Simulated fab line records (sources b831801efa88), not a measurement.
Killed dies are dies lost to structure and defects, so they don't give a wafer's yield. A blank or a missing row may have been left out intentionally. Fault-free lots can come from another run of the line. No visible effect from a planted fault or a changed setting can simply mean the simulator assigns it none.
Which tool was responsible? | flow sky130 | Sampling: 6 lots, 18 wafers, 2 of 708 route steps

WHAT THE GAUGES READ, wafer by wafer
SKY_VT_ADJUST_LVTN_TW_MEAS_10.
lot  | measured     | on            | VT_ADJUST_LVTN_TW
L855 | day 7 07:38  | film metro-01 | 239.3 239.9 240.1
L860 | day 8 12:40  | film metro-02 | 239.5 239.4 239.7
L867 | day 10 11:25 | film metro-01 | 196.9 196.4 195.9 196.8 197.2 197.0
L869 | day 11 02:03 | film metro-01 | 238.2 237.2 238.0
L871 | day 11 15:04 | film metro-01 | 237.8 237.3 238.2
L877 | day 13 08:05 | film metro-02 | 237.9 238.1 238.4

WHAT TOOL EACH LOT RAN ON (gives the tool, then ch and the chambers of the sampled wafers, and finally the start)
lot  | SKY_VT_ADJUST_LVTN_IMPLANT_08
L855 | implanter-04 ch 0, day 7 07:26
L860 | implanter-02 ch 0, day 8 12:26
L867 | implanter-02 ch 0, day 10 11:11
L869 | implanter-01 ch 0, day 11 01:49
L871 | implanter-04 ch 0, day 11 14:49
L877 | implanter-04 ch 0, day 13 07:50
- SKY_VT_ADJUST_LVTN_IMPLANT_08

THE ANSWER, worked out from the rows above alone
Rule: the lots themselves supply what counts as usual. The widest of any qualifying gaps counts: lots, ordered by their means at a reading, are off when they make up no more than a third of the lots, leave a main group of 4 or more, and stand apart from it by 3 or more times the standard deviation of that group's means. Not used: any main group whose means are identical at the precision the tables above print for the reading. Also off: a lot with no number at a reading for which 4 or more lots have one. All remaining lots with rows at the step are treated as sound.
Off: L867, seen at SKY_VT_ADJUST_LVTN_TW_MEAS_10 (VT_ADJUST_LVTN_TW). Main group: mean 238.6, sd 0.87.
A tool fits if, at a process step before that reading, it ran every lot that is off, and no sound lot after the first of them. Gauges at SKY_VT_ADJUST_LVTN_TW_MEAS_10: tried the same way as those tools. One candidate fits, namely implanter-02 at SKY_VT_ADJUST_LVTN_IMPLANT_08. Its last sound lot is L860 (day 8 12:26), its first lot that is off L867 (day 10 11:11): a fault that began between those two fits.

WHAT THE SIMULATOR PUT IN
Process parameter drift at SKY_VT_ADJUST_LVTN_IMPLANT_08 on implanter-02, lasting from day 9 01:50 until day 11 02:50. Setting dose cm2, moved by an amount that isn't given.
Shown lots that were struck: L867. The rule above reached the same finding.
